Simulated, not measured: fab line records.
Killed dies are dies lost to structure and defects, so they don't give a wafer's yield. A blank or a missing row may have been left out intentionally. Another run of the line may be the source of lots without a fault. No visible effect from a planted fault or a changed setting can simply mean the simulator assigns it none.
Struck lot and sound lot, side by side | flow gf180mcu | 15 steps out of a route of 602
Sound: these wafers, L939.1, L939.3, L939.5. Struck: wafer L957.2 (left out: L957.1, L957.4 of the same lot, which were not struck); the cause appears at the end.
Each step with rows lists, per side, the tool, then ch with its chambers, then its first start. Under that, the readings that differ: sound wafers | struck wafers | difference of the means | sigmas: that difference in standard deviations of wafers without a fault.
alike: words and numbers the same on both sides, and readings whose means are apart by under 2 such deviations; not compared: readings that were withheld, readings missing a value for some wafer, numbers with overlapping values and no deviation given by the record, and bounds like >300 which may hide the same value.
A row with sigmas, a row that says differs or no value, or rows on one side alone: a step with any of these is where the two part. Numbers that have no deviation but don't overlap get no sigmas and don't part them. Lack of a reading on every wafer of one side parts them only where that side has two or more wafers.

GF_PSD_RS_MEAS_15: measurement is done with a four-point probe.
  sound on filmMetro-02, day 14 18:07; struck on filmMetro-01, day 20 20:20
  alike: PSD_RS
GF_SAB_CVD_00: deposits SiO2 from TEOS, target thk 50 nm, time 4.9302 s.
  sound on pecvd-04 ch 1,2, day 14 18:14; struck on pecvd-01 ch 2, day 20 20:27
  alike: heaterPowerW
GF_SAB_THK_MEAS_01:
  sound on filmMetro-03, day 14 18:15; struck on filmMetro-04, day 20 20:28
  alike: SAB_CVD_00_THK
then, 7 steps without rows for these wafers: GF_SAB_DEHYDRATE_02 (time 60 s); GF_SAB_HMDS_03 (prime time 60 s); GF_SAB_COAT_04 (resist thk 1000 nm); GF_SAB_SOFTBAKE_05 (time 60 s); GF_SAB_EXPOSE_06 (exposes mask SAB, target cd 420 nm); GF_SAB_PEB_07; GF_SAB_DEVELOP_08 (develop time 60 s).
GF_SAB_CD_MEAS_09: the cd target is 420 nm.
  sound on cdSem-01, day 15 15:50; struck on cdSem-02, day 21 20:35
reading   | sound             | struck | difference | sigmas
cdNm (nm) | 419.8 419.1 419.5 | 425.0  | +5.5       | +3
GF_SAB_OVL_MEAS_10:
  sound on overlay-01, day 15 15:58; struck on overlay-01, day 21 20:42
  alike: SAB_OVL
GF_SAB_ETCH_11: etches SiO2 in C4F8/O2/Ar, target depth 55 nm, time 8.5 s.
  sound on rieDiel-01 ch 0,1,3, day 15 15:59; struck on rieDiel-04 ch 0, day 21 20:44
reading                       | sound             | struck | difference | sigmas
biasW (W)                     | 1202 1200 1196    | 1131   | -68        | -18
oesProductAu (a.u.)           | 1.002 1.008 0.982 | 0.976  | -0.021     | -3
model.SAB.featureDepthNm (nm) | 54.82 54.99 54.25 | 53.3   | -1.4       | 
model.etch.depthNm (nm)       | 54.82 54.99 54.25 | 53.3   | -1.4       | 
  not compared: rfHoursCounterH
then, 2 steps without rows for these wafers: GF_SAB_WET_ETCH_12 (etches SiO2 in dHF, target depth 22 nm, time 440 s); GF_PASSIVATION_PROBE_99.

== WHERE THEY PART ==
At GF_SAB_CD_MEAS_09 first; at GF_SAB_ETCH_11 last (within this record only).

WHY: the cause the simulator had injected
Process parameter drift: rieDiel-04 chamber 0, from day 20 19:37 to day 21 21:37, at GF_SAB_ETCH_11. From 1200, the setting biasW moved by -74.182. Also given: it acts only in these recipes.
